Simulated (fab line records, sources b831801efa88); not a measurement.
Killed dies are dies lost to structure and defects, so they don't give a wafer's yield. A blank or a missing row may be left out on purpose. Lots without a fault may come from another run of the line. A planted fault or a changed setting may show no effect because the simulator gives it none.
Which tool did it? | flow gf180mcu | 12 lots, 36 wafers sampled, at 4 steps of a route of 602

WHAT THE GAUGES READ, wafer by wafer
GF_STI_THK_MEAS_30.
lot  | measured    | on            | STI_OXIDATION_02_THK (nm)
L213 | day 3 13:17 | film_metro-04 | 10.19 10.18 10.10
L214 | day 3 16:04 | film_metro-04 | 9.92 9.84 9.79
L215 | day 3 20:09 | film_metro-04 | 10.12 10.03 9.93
L216 | day 4 03:11 | film_metro-03 | 9.90 9.80 10.01
L217 | day 4 08:37 | film_metro-04 | 9.78 9.80 9.96
L218 | day 4 11:33 | film_metro-04 | 9.98 9.89 9.99
L219 | day 4 15:55 | film_metro-04 | 9.97 10.14 9.94
L220 | day 4 19:08 | film_metro-03 | 9.92 10.12 9.81
L224 | day 5 16:50 | film_metro-03 | 9.98 9.88 9.81
L228 | day 6 13:13 | film_metro-03 | 9.64 9.72 9.80
L230 | day 6 22:55 | film_metro-04 | 10.11 9.98 10.09
L231 | day 7 11:17 | film_metro-02 | 10.01 9.95 10.06

GF_VT_IMPLANT_TW_MEAS_43.
lot  | measured     | on            | VT_IMPLANT_4_TW
L213 | day 9 06:16  | film_metro-02 | 683 686 685
L214 | day 9 08:11  | film_metro-01 | 688 693 689
L215 | day 9 16:08  | film_metro-01 | 686 689 688
L216 | day 9 23:11  | film_metro-03 | 689 689 693
L217 | day 10 07:17 | film_metro-02 | 681 683 681
L218 | day 10 11:32 | film_metro-03 | 699 701 695
L219 | day 10 18:07 | film_metro-02 | 685 682 684
L220 | day 10 21:01 | film_metro-03 | 774 776 774
L224 | day 12 02:43 | film_metro-03 | 773 778 776
L228 | day 13 06:43 | film_metro-02 | 683 688 682
L230 | day 13 17:56 | film_metro-03 | 694 694 699
L231 | day 14 12:54 | film_metro-01 | 691 691 691

WHICH TOOL RAN EACH LOT (tool, then ch and the chambers of the sampled wafers, then the start)
lot  | GF_VT_IMPLANT_IMPLANT_41        | GF_VT_IMPLANT_STRIP_42
L213 | implanter-02 ch 0, day 9 06:01  | plasma_asher-02 ch 0,1, day 9 06:10
L214 | implanter-02 ch 0, day 9 07:56  | plasma_asher-02 ch 0,1, day 9 08:05
L215 | implanter-01 ch 0, day 9 15:53  | plasma_asher-02 ch 0,1, day 9 16:01
L216 | implanter-02 ch 0, day 9 22:58  | plasma_asher-03 ch 0,1, day 9 23:06
L217 | implanter-02 ch 0, day 10 07:04 | plasma_asher-03 ch 0,1, day 10 07:13
L218 | implanter-01 ch 0, day 10 11:18 | plasma_asher-02 ch 0,1, day 10 11:26
L219 | implanter-02 ch 0, day 10 17:52 | plasma_asher-02 ch 0,1, day 10 18:01
L220 | implanter-02 ch 0, day 10 20:46 | plasma_asher-02 ch 0,1, day 10 20:55
L224 | implanter-02 ch 0, day 12 02:28 | plasma_asher-02 ch 0,1, day 12 02:37
L228 | implanter-03 ch 0, day 13 06:28 | plasma_asher-01 ch 0,1, day 13 06:37
L230 | implanter-03 ch 0, day 13 17:42 | plasma_asher-02 ch 0,1, day 13 17:50
L231 | implanter-01 ch 0, day 14 12:41 | plasma_asher-01 ch 0,1, day 14 12:49
- GF_VT_IMPLANT_IMPLANT_41
- GF_VT_IMPLANT_STRIP_42: strips in O2/N2.

WHAT THE TOOLS THEMSELVES READ (means of the sampled wafers that have a number; where no wafer has one, the mark that the record gives instead)
GF_VT_IMPLANT_IMPLANT_41.
lot  | tool         | dose_ions_cm2 | faraday_current_uA
L213 | implanter-02 | 1.0133e+12    | 5.71
L214 | implanter-02 | 1.0130e+12    | 5.62
L215 | implanter-01 | 1.0119e+12    | 5.71
L216 | implanter-02 | 1.0124e+12    | 5.74
L217 | implanter-02 | 1.0147e+12    | 5.79
L218 | implanter-01 | 1.0131e+12    | 5.59
L219 | implanter-02 | 1.0130e+12    | 5.78
L220 | implanter-02 | 1.4245e+12    | 8.02
L224 | implanter-02 | 1.4252e+12    | 7.95
L228 | implanter-03 | 1.0133e+12    | 5.75
L230 | implanter-03 | 1.0132e+12    | 5.83
L231 | implanter-01 | 1.0133e+12    | 5.78

GF_VT_IMPLANT_STRIP_42.
lot  | tool            | chamber_pressure_mTorr (mTorr) | drypump_motor_current_A (A) | heater_power_w (W) | oes_product_au (a.u.) | strip_time_to_endpoint_s (s)
L213 | plasma_asher-02 | 1500.5                         | 5.6                         | 356                | 0.716                 | 12.66
L214 | plasma_asher-02 | 1500.2                         | 5.6                         | 355                | 0.719                 | 12.59
L215 | plasma_asher-02 | 1499.7                         | 5.9                         | 337                | 0.719                 | 12.67
L216 | plasma_asher-03 | 1500.8                         | 6.0                         | 335                | 0.715                 | 12.60
L217 | plasma_asher-03 | 1500.9                         | 6.2                         | 331                | 0.714                 | 12.67
L218 | plasma_asher-02 | 1500.4                         | 5.6                         | 355                | 0.716                 | 12.70
L219 | plasma_asher-02 | 1499.3                         | 5.6                         | 354                | 0.717                 | 12.66
L220 | plasma_asher-02 | 1499.2                         | 5.6                         | 360                | 0.718                 | 12.65
L224 | plasma_asher-02 | 1499.5                         | 5.6                         | 360                | 0.721                 | 12.62
L228 | plasma_asher-01 | 1499.1                         | 6.0                         | 338                | 0.720                 | 12.61
L230 | plasma_asher-02 | 1500.7                         | 5.9                         | 332                | 0.716                 | 12.57
L231 | plasma_asher-01 | 1500.4                         | 6.0                         | 339                | 0.713                 | 12.63

THE ANSWER, worked out from the rows above alone
Rule: what is usual is taken from the lots themselves. Put in order of their means at a reading, lots are off if they are a third of the lots or fewer, leave a main group of 4 or more, and stand apart from it by a gap of 3 or more times the standard deviation of the main group's means; of several such gaps the widest counts. A main group whose means are all the same, to the digits that the tables above print for the reading, isn't used. A lot without any number at a reading at which 4 lots or more have one is off too. The other lots that the step has rows for count as sound. The gauges are gone through in route order, then the tools' own readings, and for those a lot's mean is taken as printed above. The first step at which some lot is off is used, and at that step the reading that is off furthest; a lot without a number counts as furthest.
Off: L220, L224, at GF_VT_IMPLANT_TW_MEAS_43 (VT_IMPLANT_4_TW). The main group: mean 689, standard deviation 5.1.
A tool fits if, at a process step before that reading, it ran every lot that is off, and no sound lot after the first of them. The gauges at GF_VT_IMPLANT_TW_MEAS_43 aren't tried: what is off there is off at GF_VT_IMPLANT_IMPLANT_41 too, on other tools, and a gauge's error can't cause that. One fits: implanter-02 at GF_VT_IMPLANT_IMPLANT_41. Its last sound lot is L219 (day 10 17:52), its first lot that is off L220 (day 10 20:46): a fault that began between those two fits.
The tool's own readings at GF_VT_IMPLANT_IMPLANT_41 bear it out: on the lots that are off they differ by more than 5 times the standard deviation of the sound lots' means. dose_ions_cm2 reads 1.4248e+12 there against 1.0131e+12 on the sound lots; faraday_current_uA reads 7.98 there against 5.73 on the sound lots.

WHAT THE SIMULATOR HAD PUT IN
Process parameter drift: implanter-02, from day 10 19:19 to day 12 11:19, at GF_VT_IMPLANT_IMPLANT_41. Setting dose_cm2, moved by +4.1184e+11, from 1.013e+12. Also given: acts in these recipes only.
Lots struck among those shown: L220, L224. The rule above found the same.
